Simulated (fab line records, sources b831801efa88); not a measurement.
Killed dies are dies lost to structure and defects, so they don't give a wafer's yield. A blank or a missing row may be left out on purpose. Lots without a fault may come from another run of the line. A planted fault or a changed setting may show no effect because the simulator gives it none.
fab line records | flow gf180mcu
record lots=13 wafers=35 last_day=34
route steps=602 shown V2@404 M3@426 V3@433 MIM@508
lots that met no fault: from a run of the same line without faults
start_h: hours from the record's first day to the start of the lot's first wafer shown | wait_h: hours since the lot's step before | " the same as in the row above | L1.1+2: a row that stands for several wafers | - no value, or no start given | * or withheld: withheld | < > ~ a bound
route shown NAME@n: a module of which the file shows steps, and the number in the route of the first | usual: mean/standard deviation of fault-free wafers | same: alike in all rows | chamber/n: place in a boat | sites: the reading at each site | _std_site: their standard deviation | _edge_site: outer sites' mean less inner sites' | radius_mm: how far each site lies from the wafer's centre | mask NAME#n: copy n | behind: the tool/chamber that last shaped the wafer | hold: why the lot was held/for how many hours/how that ended | device: the transistor (n, p or np) that didn't switch | end of line: the same wafers' tests at the end of the route | a step without rows: its recipe alone | killed: dies lost to structure and defects at the first sort, not the wafer's yield | map: a wafer's dies, x killed, . not, _ none there
set.NAME: the setting as run; set.NAME@STEP: as run at that earlier step | model.NAME: the simulator's own value behind a step, which no gauge read
steps of the route over a sample of lots; a table a step, a row a wafer
services: from which hour (start_h, from the record's first day; less than 0 if before it) a tool's chamber was out of use, for how many hours, and why
## steps
# step GF_V2_SPUTTER_22
# recipe material=TiN target_thk_nm=10 chamber_pressure_pa=5 power_w=4000 time_s=40
# usual chamber_pressure_pa=4.999/0.01 throttle_valve_pct=30.8/1.2
# columns lot.wafer tool chamber start_h wait_h chamber_pressure_pa throttle_valve_pct
L443.2 pvd_sputter-02 - 462.81 0.0 4.990 29.3
L443.3 " - " " 4.993 31.4
L443.5 " - " " 4.997 31.1
L447.2 pvd_sputter-03 - 496.31 0.0 4.977 29.6
L447.3 " - " " 5.004 31.8
L447.6 " - " " 4.989 32.2
L448.4 pvd_sputter-01 - 510.51 0.0 4.999 30.5
L448.5 " - " " 4.994 30.7
L448.6 " - " " 5.001 31.1
L449.4 pvd_sputter-01 - 516.70 0.0 4.997 30.1
L449.5 " - " " 4.995 28.8
L449.6 " - " " 4.992 30.1
L451.1 pvd_sputter-02 - 534.69 0.0 5.002 29.2
L451.2 " - " " 5.005 29.0
L451.6 " - " " 5.013 29.3
L452.1 pvd_sputter-01 - 548.84 0.0 5.006 28.4
L452.4 " - " " 4.993 31.0
L452.5 " - " " 5.005 28.5
L454.1 pvd_sputter-03 - 566.18 0.0 4.988 30.8
L454.4 " - " " 4.989 32.0
L454.5 " - " " 5.017 32.1
L456.1 pvd_sputter-01 - 575.14 0.0 5.006 31.3
L456.3 " - " " 5.009 30.4
L456.5 " - " " 4.999 28.5
L457.2 pvd_sputter-02 - 587.70 0.0 5.001 31.5
L461.4 pvd_sputter-01 - 615.74 0.0 4.980 31.2
L463.3 pvd_sputter-03 - 629.76 0.0 5.001 32.0
L463.4 " - " " 4.988 29.6
L463.5 " - " " 4.990 32.0
L465.4 pvd_sputter-03 - 640.21 0.0 4.997 32.2
L465.5 " - " " 4.998 32.3
L465.6 " - " " 5.005 29.6
L466.2 pvd_sputter-03 - 649.39 0.0 5.007 31.9
L466.4 " - " " 5.007 29.8
L466.5 " - " " 5.012 31.8
# step GF_M3_STRIP_17
# recipe chemistry=O2/N2 power_w=1400 pressure_mtorr=1500 platen_temp_c=250 o2_flow_sccm=3000 n2_flow_sccm=300 overash_fraction=0.5
# usual drypump_motor_current_A=5.8/0.53 heater_power_w=346/30 oes_product_au=0.538/0.0047 strip_time_to_endpoint_s=7.39/0.054
# same overash_fraction=0.5
# columns lot.wafer tool chamber start_h wait_h drypump_motor_current_A heater_power_w oes_product_au rf_hours_counter_h strip_time_to_endpoint_s
L443.2 plasma_asher-04 0 491.65 0.1 6.0 373 0.550 90 7.52
L443.3 " 1 " " 5.3 295 0.537 - 7.46
L443.5 " 0 " " 6.0 368 0.539 - 7.30
L447.2 plasma_asher-01 1 521.30 0.1 5.2 374 0.535 40 7.33
L447.3 " 0 " " 5.5 322 0.541 - 7.34
L447.6 " 1 " " 5.3 372 0.531 - 7.33
L448.4 plasma_asher-04 0 535.11 0.1 6.0 371 0.536 - 7.36
L448.5 " 1 " " 5.3 289 0.541 - 7.34
L448.6 " 0 " " 6.0 369 0.533 - 7.38
L449.4 plasma_asher-01 1 540.75 0.1 5.3 376 0.533 - 7.38
L449.5 " 1 " " 5.2 387 0.539 - 7.32
L449.6 " 0 " " 5.6 316 0.542 - 7.44
L451.1 plasma_asher-03 1 557.76 0.1 6.7 372 0.547 77 7.49
L451.2 " 0 " " 6.3 356 0.533 77 7.40
L451.6 " 1 " " 6.7 371 0.535 - 7.38
L452.1 plasma_asher-04 1 571.65 0.1 5.3 298 0.544 101 7.47
L452.4 " 1 " " 5.3 296 0.545 - 7.44
L452.5 " 0 " " 6.0 372 0.546 - 7.43
L454.1 plasma_asher-01 0 589.03 0.1 5.5 325 0.539 45 7.31
L454.4 " 1 " " 5.2 370 0.530 - 7.28
L454.5 " 1 " " 5.2 373 0.537 - 7.36
L456.1 plasma_asher-03 0 597.92 0.1 6.3 347 0.530 81 7.38
L456.3 " 0 " " 6.3 352 0.536 - 7.36
L456.5 " 0 " " 6.3 358 0.534 - 7.37
L457.2 plasma_asher-04 0 609.05 0.1 6.0 374 0.540 105 7.38
L461.4 plasma_asher-01 1 636.68 0.1 5.2 373 0.547 - 7.36
L463.3 plasma_asher-03 1 649.75 0.1 6.7 381 0.539 - 7.33
L463.4 " 0 " " 6.3 350 0.539 - 7.38
L463.5 " 0 " " 6.3 356 0.538 - 7.38
L465.4 plasma_asher-01 1 660.09 0.1 5.2 380 0.541 - 7.46
L465.5 " 0 " " 5.5 326 0.547 - 7.45
L465.6 " 1 " " 5.2 368 0.544 - 7.43
L466.2 plasma_asher-01 0 669.84 0.2 5.5 316 0.539 54 7.41
L466.4 " 1 " " 5.2 370 0.540 - 7.41
L466.5 " 1 " " 5.2 381 0.537 - 7.40
# step GF_V3_CMP_04
# recipe material=SiO2 down_force_psi=4 platen_rpm=60 pad_velocity_m_s=0.94248
# usual motor_current_A=12.2/0.9 time_to_endpoint_s=82/5.2
# columns lot.wafer tool chamber start_h wait_h motor_current_A time_to_endpoint_s
L443.3 cmp-02 2 492.48 0.0 11.3 82
L443.2 " 0 " " 14.0 80
L443.5 " 2 " " 10.9 83
L447.3 cmp-01 2 522.49 0.1 11.5 88
L447.2 " 0 " " 11.7 84
L447.6 " 2 " " 12.3 85
L448.4 cmp-02 1 535.97 0.1 12.6 82
L448.5 " 3 " " 11.6 86
L448.6 " 0 " " 12.8 81
L449.4 cmp-01 1 541.66 0.2 11.2 86
L449.6 " 2 " " 11.9 87
L449.5 " 3 " " 12.5 85
L451.2 cmp-02 0 559.22 0.1 13.7 76
L451.1 " 1 " " 12.2 77
L451.6 " 3 " " 12.0 84
L452.4 cmp-02 0 572.70 0.2 13.0 86
L452.1 " 1 " " 12.8 81
L452.5 " 0 " " 13.9 85
L454.1 cmp-02 0 590.12 0.2 13.3 78
L454.4 " 3 " " 11.7 86
L454.5 " 0 " " 14.5 86
L456.3 cmp-02 1 598.83 0.1 12.6 80
L456.1 " 2 " " 11.2 77
L456.5 " 0 " " 13.8 84
L457.2 cmp-01 0 610.00 0.2 12.3 75
L461.4 cmp-01 3 637.60 0.2 13.1 77
L463.3 cmp-01 1 650.51 0.0 11.3 78
L463.4 " 0 " " 11.7 80
L463.5 " 2 " " 11.6 90
L465.4 cmp-02 0 661.00 0.2 13.5 94
L465.5 " 3 " " 12.5 88
L465.6 " 0 " " 13.5 99
L466.4 cmp-02 3 670.64 0.0 12.2 87
L466.2 " 2 " " 10.6 82
L466.5 " 3 " " 11.6 89
# step GF_MIM_CVD_05
# recipe material=Si3N4 target_thk_nm=42 temp_max_c=400 temp_c=385 time_s=29.086 rf_w=450
# usual heater_power_w=650/75 run_length_s=57.3/0.57 susceptor_temp_C=385.01/0.21
# columns lot.wafer tool chamber start_h wait_h heater_power_w run_length_s since_wet_clean_h susceptor_temp_C
L443.2 pecvd-04 0 564.78 0.0 724 57.8 182 384.92
L443.3 " 2 " " 690 57.1 182 385.02
L443.5 " 1 " " 549 57.2 - 385.04
L447.2 pecvd-04 0 593.83 0.0 773 57.7 211 385.22
L447.3 " 1 " " 614 56.9 211 384.79
L447.6 " 1 " " 622 56.8 - 384.70
L448.4 pecvd-01 2 606.28 0.0 690 58.0 - 384.61
L448.5 " 1 " " 546 56.9 - 384.97
L448.6 " 0 " " 586 56.7 - 385.33
L449.4 pecvd-01 0 612.16 0.0 531 57.0 - 384.81
L449.5 " 1 " " 602 57.2 - 385.05
L449.6 " 2 " " 687 57.5 - 385.02
L451.1 pecvd-03 2 627.98 0.0 602 56.4 662 384.97
L451.2 " 0 " " 590 57.4 662 384.95
L451.6 " 0 " " 610 57.3 - 384.58
L452.1 pecvd-01 0 640.31 0.0 571 56.8 466 384.65
L452.4 " 2 " " 740 57.3 - 385.07
L452.5 " 0 " " 573 56.8 - 384.86
L454.1 pecvd-04 0 657.07 0.0 780 58.6 274 385.12
L454.4 " 0 " " 793 58.2 - 384.73
L454.5 " 2 " " 673 56.9 - 384.99
L456.1 pecvd-03 0 664.01 0.0 671 57.2 698 385.35
L456.3 " 2 " " 689 57.0 698 385.00
L456.5 " 1 " " 753 58.5 - 384.88
L457.2 pecvd-03 2 673.63 0.0 624 51.5 707 -
L461.4 pecvd-03 2 699.77 0.0 652 51.8 - -
L463.3 pecvd-01 0 712.86 0.0 531 56.7 538 384.96
L463.4 " 2 " " 640 57.4 - 385.22
L463.5 " 0 " " 563 56.9 - 385.22
L465.4 pecvd-04 1 722.09 0.0 616 56.9 - 384.82
L465.5 " 2 " " 727 57.0 - 385.19
L465.6 " 0 " " 666 57.5 - 384.89
L466.2 pecvd-04 0 730.47 0.0 710 57.4 348 385.04
L466.4 " 1 " " 511 56.8 - 385.22
L466.5 " 2 " " 741 56.9 - 384.97
# step GF_MIM_THK_MEAS_06
# recipe reads=Si3N4_of_MIM_CVD_05
# usual MIM_CVD_05_THK=41.8/0.65
# columns lot.wafer tool chamber start_h wait_h MIM_CVD_05_THK[nm]
L443.2 film_metro-01 - 564.83 0.0 42.1
L443.3 " - " " 42.3
L443.5 " - " " 42.4
L447.2 film_metro-01 - 593.87 0.0 41.1
L447.3 " - " " 41.2
L447.6 " - " " 41.6
L448.4 film_metro-01 - 606.33 0.0 42.0
L448.5 " - " " 42.0
L448.6 " - " " 41.1
L449.4 film_metro-01 - 612.21 0.0 41.7
L449.5 " - " " 42.4
L449.6 " - " " 42.8
L451.1 film_metro-01 - 628.01 0.0 42.7
L451.2 " - " " 41.5
L451.6 " - " " 42.2
L452.1 film_metro-03 - 640.34 0.0 40.1
L452.4 " - " " 41.5
L452.5 " - " " 41.4
L454.1 film_metro-01 - 657.10 0.0 42.2
L454.4 " - " " 42.8
L454.5 " - " " 43.1
L456.1 film_metro-01 - 664.04 0.0 41.4
L456.3 " - " " 42.3
L456.5 " - " " 42.3
L457.2 film_metro-03 - 673.67 0.0 34.4
L461.4 film_metro-04 - 699.82 0.0 35.5
L463.3 film_metro-01 - 712.91 0.0 40.4
L463.4 " - " " 41.5
L463.5 " - " " 41.9
L465.4 film_metro-01 - 722.13 0.0 41.9
L465.5 " - " " 43.2
L465.6 " - " " 42.9
L466.2 film_metro-03 - 730.51 0.0 42.2
L466.4 " - " " 41.4
L466.5 " - " " 42.5
## services
# columns tool chamber start_h hours kind
cmp-02 - 441.19 3.7 pm
cmp-01 - 445.52 0.5 repair
pvd_sputter-01 - 462.37 2.0 repair
cmp-01 - 466.60 1.4 repair
cmp-02 - 478.65 1.6 repair
pvd_sputter-01 - 485.51 6.0 repair
pecvd-04 - 504.65 2.9 repair
pvd_sputter-03 - 509.20 5.1 repair
pvd_sputter-01 - 539.14 2.1 repair
plasma_asher-01 - 541.41 13.4 repair
cmp-01 - 552.94 0.5 repair
pvd_sputter-03 - 571.03 2.8 repair
plasma_asher-01 - 579.54 2.8 pm
plasma_asher-01 - 591.09 4.3 pm
cmp-02 - 597.69 1.0 repair
pecvd-04 - 626.77 4.2 repair
pecvd-04 - 645.80 2.8 pm
cmp-02 - 653.63 4.4 repair
cmp-02 - 655.81 2.4 repair
pvd_sputter-01 - 656.23 1.9 repair
pecvd-01 - 674.82 0.5 repair
pecvd-01 - 698.14 0.8 pm
pvd_sputter-03 - 700.43 6.0 repair
pecvd-01 - 728.61 2.7 repair
## key
first_sign step=GF_MIM_CVD_05 reading=run_length_s direction=down sigmas=10 usual=* struck=*
effect step=GF_MIM_THK_MEAS_06 reading=MIM_CVD_05_THK direction=down sigmas=11 usual=41.8 struck=35.0
met_at GF_MIM_CVD_05
struck_lots L457,L461
struck_wafers L457.2,L461.4
rows_end L457.2,L461.4
not_acting_at GF_V2_SPUTTER_22,GF_M3_STRIP_17,GF_V3_CMP_04
onset_between 664.01 673.63
fault kind=process_parameter_drift tool=pecvd-03 chamber=2 onset_h=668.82 steps=GF_MIM_CVD_05 channel=time_s offset=* shape=step acts_in=* stated=*
# rows_end: these wafers met a further fault down the route, and their rows from its step on are left out
